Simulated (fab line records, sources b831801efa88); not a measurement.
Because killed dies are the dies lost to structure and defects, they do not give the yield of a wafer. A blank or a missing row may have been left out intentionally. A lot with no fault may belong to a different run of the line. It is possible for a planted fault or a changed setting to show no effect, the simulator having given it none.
One fault through the eyes of 2 desks	flow sky130	only its own numbers are on each desk; what lay behind them is given at the end

== THE METROLOGY DESK ==
What the gauges read for every lot (on any tool): the sampled wafers with a number, averaged. If a lot's mean is further than 4 standard deviations from the usual mean, the lot is out of limits and carries the mark OUT (the distance appears in the brackets).
Columns: A = VT_ADJUST_PCH_OVL at SKY_VT_ADJUST_PCH_OVL_MEAS_07, usual 0.1 nm; B = VIA4_OVL at SKY_VIA4_OVL_MEAS_11, usual -1.4 nm
lot	first seen here	A	B
L876	day 10 10:03	0.5	-2.2
L879	day 11 15:16	1.1	-0.8
L880	day 11 18:34	-0.2	-1.5
L882	day 12 10:16	2.1	-0.6
L884	day 12 23:18	1.5	-1.8
L892	day 15 11:22	-1.3	-1.7
L893	day 15 19:10	-0.1	-2.0
L894	day 16 08:22	0.2	-1.6
L895	day 16 16:57	0.9	-1.6
L897	day 17 04:28	-1.1	-0.6
L898	day 17 09:07	0.4	-3.8
L899	day 17 19:15	1.7	-2.2
L890	day 46 16:01	-	-2.6
L891	day 46 17:00	-	0.4
This desk's verdict: no lot among the 14 shows anything out of limits.

== THE TOOL OWNER'S DESK: iline_stepper-01 ==
The tool's own readings at SKY_VT_ADJUST_PCH_EXPOSE_04 (exposes mask NWM, target cd 840 nm): means of the sampled wafers that have a number, for each lot that ran on this tool. If a lot's mean is further than 4 standard deviations from the usual mean, the lot is out of limits and carries the mark OUT (the distance appears in the brackets).
Columns: A = exposure_dose_mJ_cm2 at SKY_VT_ADJUST_PCH_EXPOSE_04, usual 255.01; B = focus_offset_nm at SKY_VT_ADJUST_PCH_EXPOSE_04, usual -0.1 nm
lot	first seen here	A	B
L880	day 11 07:17	255.04	-0.2
L894	day 15 18:40	255.07	-0.3
L897	day 16 14:08	255.45	-0.3
L898	day 16 18:26	254.95	0.1
This desk's verdict: no lot among the 4 shows anything out of limits.

== ALL TOGETHER ==
The metrology desk saw nothing out of limits.
The desk of the tool owner found nothing out of limits.

== WHAT THE SIMULATOR PUT IN ==
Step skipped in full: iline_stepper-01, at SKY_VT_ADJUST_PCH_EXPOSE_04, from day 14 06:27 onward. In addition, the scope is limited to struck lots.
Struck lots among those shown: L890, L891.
